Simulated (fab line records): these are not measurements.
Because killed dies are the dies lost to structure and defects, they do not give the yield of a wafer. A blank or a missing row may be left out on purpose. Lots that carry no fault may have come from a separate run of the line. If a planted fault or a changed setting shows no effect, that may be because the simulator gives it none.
Which tool is to blame? :: flow sky130 :: 6 lots with 18 wafers sampled at 2 steps, on a route of 708 steps

== WHAT THE GAUGES READ, wafer by wafer ==
SKY_NWELL_RS_MEAS_31: the measuring method here is four-point-probe.
lot: L173
measured: day 6 05:52
on: film_metro-04
PWDE_RS (ohm/sq): 5263 5269 5269

lot: L178
measured: day 7 09:08
on: film_metro-01
PWDE_RS (ohm/sq): 5275 5284 5282

lot: L181
measured: day 8 01:17
on: film_metro-02
PWDE_RS (ohm/sq): 5279 5276 5286

lot: L183
measured: day 8 17:46
on: film_metro-04
PWDE_RS (ohm/sq): 5250 5256 5252

lot: L185
measured: day 9 04:25
on: film_metro-04
PWDE_RS (ohm/sq): 5259 5261 5275

lot: L193
measured: day 11 05:16
on: film_metro-01
PWDE_RS (ohm/sq): 5387 5384 5390

== WHICH TOOL RAN EACH LOT (tool, then ch and the chambers of the sampled wafers, then the start) ==
lot: L173
SKY_PWDE_IMPLANT_08: implanter-02 ch 0, day 4 15:37

lot: L178
SKY_PWDE_IMPLANT_08: implanter-01 ch 0, day 5 16:41

lot: L181
SKY_PWDE_IMPLANT_08: implanter-04 ch 0, day 6 07:40

lot: L183
SKY_PWDE_IMPLANT_08: implanter-02 ch 0, day 6 23:32

lot: L185
SKY_PWDE_IMPLANT_08: implanter-04 ch 0, day 7 08:11

lot: L193
SKY_PWDE_IMPLANT_08: implanter-02 ch 0, day 9 06:02
- SKY_PWDE_IMPLANT_08

== THE ANSWER, worked out from the rows above alone ==
Rule: the lots themselves supply what counts as usual. Put in order of their means at a reading, lots are off if they are a third of the lots or fewer, leave a main group of 4 or more, and stand apart from it by a gap of 3 or more times the standard deviation of the main group's means; of several such gaps the widest counts. Not used: any main group whose means are identical at the precision the tables above print for the reading. A lot without any number at a reading at which 4 lots or more have one is off too. Any other lot the step has rows for is counted as sound.
Off: L193, at SKY_NWELL_RS_MEAS_31 (PWDE_RS). Mean 5269 ohm/sq and standard deviation 10 in the main group.
If a tool, at a process step before that reading, ran all the lots that are off and no sound lot after the first of them, it fits. Those tools and the gauges at SKY_NWELL_RS_MEAS_31 are tried in the same way. 2 tools fit, implanter-02 at SKY_PWDE_IMPLANT_08 and film_metro-01 at SKY_NWELL_RS_MEAS_31, so this cannot tell which one it is.

== WHAT HAD BEEN PUT IN BY THE SIMULATOR ==
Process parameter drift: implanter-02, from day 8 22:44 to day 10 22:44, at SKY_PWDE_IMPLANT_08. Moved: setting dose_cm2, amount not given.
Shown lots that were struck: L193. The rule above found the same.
